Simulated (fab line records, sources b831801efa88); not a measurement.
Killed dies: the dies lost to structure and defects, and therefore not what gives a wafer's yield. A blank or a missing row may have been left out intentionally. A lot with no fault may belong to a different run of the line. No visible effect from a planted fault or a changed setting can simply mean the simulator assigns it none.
Which of the tools did it?    flow sky130    13 lots with 39 wafers sampled at 4 steps, on a route of 708 steps

## WHAT THE GAUGES SHOWED, per wafer
SKY_FIELD_ISO_BOW_MEAS_00. Usual: INCOMING_BOW typically reads -1 um, with standard deviation 6.4.
lot   measured     on            INCOMING_BOW (um)  flag
L948  day 1 10:00  filmMetro-03  4 11 -6            
L949  day 1 15:01  filmMetro-04  -2 3 2             
L951  day 2 01:01  filmMetro-01  8 -1 0             
L952  day 2 06:01  filmMetro-01  10 -2 -3           
L953  day 2 11:01  filmMetro-04  -3 -7 -3           
L955  day 2 21:01  filmMetro-03  -3 0 -7            
L956  day 3 02:00  filmMetro-03  6 -6 9             
L957  day 3 07:00  filmMetro-01  4 2 9              
L967  day 5 09:01  filmMetro-03  0 -6 1             
L968  day 5 14:00  filmMetro-01  -11 4 -8           
L969  day 5 19:01  filmMetro-01  3 2 -8             
L970  day 6 00:00  filmMetro-03  4 -1 -5            
L971  day 6 05:00  filmMetro-03  -5 2 10            

SKY_METAL1_THK_MEAS_06: measures by xrf. Usual: METAL1_ALCU_THK typically reads 251 nm, with standard deviation 3.5.
lot   measured      on            METAL1_ALCU_THK (nm)  flag
L948  day 31 11:39  filmMetro-03  258 253 257           
L949  day 31 17:38  filmMetro-04  247 247 246           
L951  day 32 17:18  filmMetro-04  249 255 249           
L952  day 32 19:11  filmMetro-02  247 248 249           
L953  day 33 08:50  filmMetro-04  248 254 256           
L955  day 34 00:27  filmMetro-02  251 251 251           
L956  day 34 06:23  filmMetro-03  245 249 248           
L957  day 34 17:47  filmMetro-04  251 249 251           
L967  day 38 01:40  filmMetro-03  253 253 250           
L968  day 38 04:53  filmMetro-04  255 247 248           
L969  day 38 11:05  filmMetro-04  255 245 255           
L970  day 38 22:14  filmMetro-04  248 249 247           
L971  day 38 19:10  filmMetro-03  255 249 247           

## EACH LOT AND THE TOOL THAT RAN IT (in order: tool; ch and the chambers of the sampled wafers; start)
lot   SKY_NWELL_IMPLANT_13             SKY_CONTACT_CVD_00
L948  implanter-01 ch 0, day 4 11:55   pecvd-02 ch 0,2, day 30 04:53
L949  implanter-01 ch 0, day 4 18:05   pecvd-04 ch 0,1, day 30 11:20
L951  implanter-03 ch 0, day 5 06:39   pecvd-01 ch 0,1,2, day 31 12:01
L952  implanter-04 ch 0, day 5 10:49   pecvd-04 ch 0,1, day 31 13:50
L953  implanter-01 ch 0, day 5 20:06   pecvd-01 ch 1,2, day 32 04:04
L955  implanter-03 ch 0, day 6 07:43   pecvd-01 ch 1,2, day 32 19:43
L956  implanter-04 ch 0, day 6 12:26   pecvd-02 ch 0,1,2, day 33 01:56
L957  implanter-03 ch 0, day 6 19:20   pecvd-04 ch 0,1,2, day 33 13:13
L967  implanter-03 ch 0, day 9 10:00   pecvd-04 ch 0,2, day 36 20:52
L968  implanter-03 ch 0, day 9 16:14   pecvd-01 ch 0,1, day 37 00:40
L969  implanter-01 ch 0, day 9 19:01   pecvd-04 ch 0,2, day 37 07:11
L970  implanter-01 ch 0, day 10 04:47  pecvd-02 ch 0,1,2, day 37 18:10
L971  implanter-04 ch 0, day 10 03:13  pecvd-01 ch 1,2, day 37 16:07
- SKY_NWELL_IMPLANT_13
- SKY_CONTACT_CVD_00: deposits Si3N4, target thk 75 nm.

## WHAT THE TOOLS THEMSELVES READ (means of the sampled wafers that have a number; where no wafer has one, the mark that the record gives instead)
SKY_NWELL_IMPLANT_13. Usual: 6.999e+11 for doseIonsCm2, sd 6.8e+08.
lot   tool          doseIonsCm2  flag
L948  implanter-01  6.995e+11    
L949  implanter-01  7.006e+11    
L951  implanter-03  6.992e+11    
L952  implanter-04  6.995e+11    
L953  implanter-01  7.002e+11    
L955  implanter-03  7.004e+11    
L956  implanter-04  7.004e+11    
L957  implanter-03  7.004e+11    
L967  implanter-03  7.163e+11    OFF
L968  implanter-03  7.178e+11    OFF
L969  implanter-01  6.995e+11    
L970  implanter-01  6.998e+11    
L971  implanter-04  6.991e+11    

SKY_CONTACT_CVD_00. Usual: heaterPowerOuterW 460 W, standard deviation 80; heaterPowerW 776 W, standard deviation 130; susceptorTempC 400.01 C, standard deviation 0.21.
lot   tool      heaterPowerOuterW (W)  heaterPowerW (W)  susceptorTempC (C)  flag
L948  pecvd-02  526                    889               399.97              
L949  pecvd-04  418                    715               399.79              
L951  pecvd-01  475                    791               400.03              
L952  pecvd-04  405                    672               399.93              
L953  pecvd-01  459                    778               400.20              
L955  pecvd-01  462                    771               399.95              
L956  pecvd-02  541                    899               400.13              
L957  pecvd-04  417                    703               400.13              
L967  pecvd-04  422                    687               399.97              
L968  pecvd-01  424                    736               399.97              
L969  pecvd-04  403                    666               399.87              
L970  pecvd-02  535                    879               399.86              
L971  pecvd-01  477                    791               400.04              

## THE ANSWER, worked out from the rows above alone
Rule: take the mean of a lot's wafers that have a number; if it is more than 3 standard deviations from the usual mean, the lot is off. Also off: a lot with no number at a reading for which 4 or more lots have one. Where the step has rows for the other lots, those lots are counted as sound. Order of review: gauges by route order, followed by the tools' own readings, for which a lot's mean as printed above is used. At the first step where some lot is off, the reading lying furthest off is the one used; lots without a number count as furthest.
Off at SKY_NWELL_IMPLANT_13 (doseIonsCm2): L967, L968.
If a tool, at that step or one of the process steps before it, ran each lot that is off and ran no sound lot following the first of them, it fits. One fits: SKY_NWELL_IMPLANT_13 on implanter-03. Its last sound lot is L957 (day 6 19:20), its first lot that is off L967 (day 9 10:00): a fault that began between those two fits.
The tool's own readings at SKY_NWELL_IMPLANT_13 bear it out: on the lots that are off they differ by more than 5 times the standard deviation of the sound lots' means. doseIonsCm2 reads 7.170e+11 there against 6.999e+11 on the sound lots.

## WHAT THE SIMULATOR HAD PUT IN
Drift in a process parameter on implanter-03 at SKY_NWELL_IMPLANT_13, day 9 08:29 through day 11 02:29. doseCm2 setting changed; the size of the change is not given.
Shown lots that were struck: L967, L968. This agrees with what the rule above found.
